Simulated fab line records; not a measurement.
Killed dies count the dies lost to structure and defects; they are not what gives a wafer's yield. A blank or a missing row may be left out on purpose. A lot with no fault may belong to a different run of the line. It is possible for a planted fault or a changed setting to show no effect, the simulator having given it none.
What tool caused it?	flow sky130	Sampling: 6 lots, 18 wafers, 2 of 708 route steps

## WHAT THE GAUGES SHOWED, per wafer
SKY_POLY_GATE_THK_MEAS_01.
lot	measured	on	POLY_GATE_CVD_00_THK (nm)
L417	day 15 07:28	filmMetro-03	180.6 178.8 179.1
L418	day 16 04:41	filmMetro-01	196.3 196.9 195.2
L421	day 17 02:41	filmMetro-03	197.0 198.1 199.6
L430	day 19 21:57	filmMetro-03	176.2 176.9 176.5
L433	day 21 03:17	filmMetro-03	180.3 179.0 179.5
L435	day 21 15:46	filmMetro-02	180.1 180.6 178.6

## EACH LOT AND THE TOOL THAT RAN IT (in order: tool; ch and the chambers of the sampled wafers; start)
lot	SKY_POLY_GATE_CVD_00
L417	lpcvd-01 ch 0, day 15 06:16
L418	lpcvd-01 ch 0, day 16 03:29
L421	lpcvd-01 ch 0, day 17 01:28
L430	lpcvd-01 ch 1, day 19 20:44
L433	lpcvd-01 ch 1, day 21 02:05
L435	lpcvd-01 ch 0, day 21 14:34
- SKY_POLY_GATE_CVD_00: deposits poly-Si, target thk 180 nm, time 720 s.

## THE ANSWER, worked out from the rows above alone
Rule: usual is defined by the lots themselves. Put in order of their means at a reading, lots are off if they are a third of the lots or fewer, leave a main group of 4 or more, and stand apart from it by a gap of 3 or more times the standard deviation of the main group's means; of several such gaps the widest counts. A main group whose means are all the same, to the digits that the tables above print for the reading, isn't used. Also off: a lot with no number at a reading for which 4 or more lots have one. All remaining lots with rows at the step are treated as sound.
Off: L418, L421, seen at SKY_POLY_GATE_THK_MEAS_01 (POLY_GATE_CVD_00_THK). For the main group the mean is 178.8 nm and the standard deviation 1.3.
A tool fits if, at a process step before that reading, it ran every lot that is off, and no sound lot after the first of them. Gauges at SKY_POLY_GATE_THK_MEAS_01: tried the same way as those tools. None of those tried fits.

## WHAT THE SIMULATOR HAD PUT IN
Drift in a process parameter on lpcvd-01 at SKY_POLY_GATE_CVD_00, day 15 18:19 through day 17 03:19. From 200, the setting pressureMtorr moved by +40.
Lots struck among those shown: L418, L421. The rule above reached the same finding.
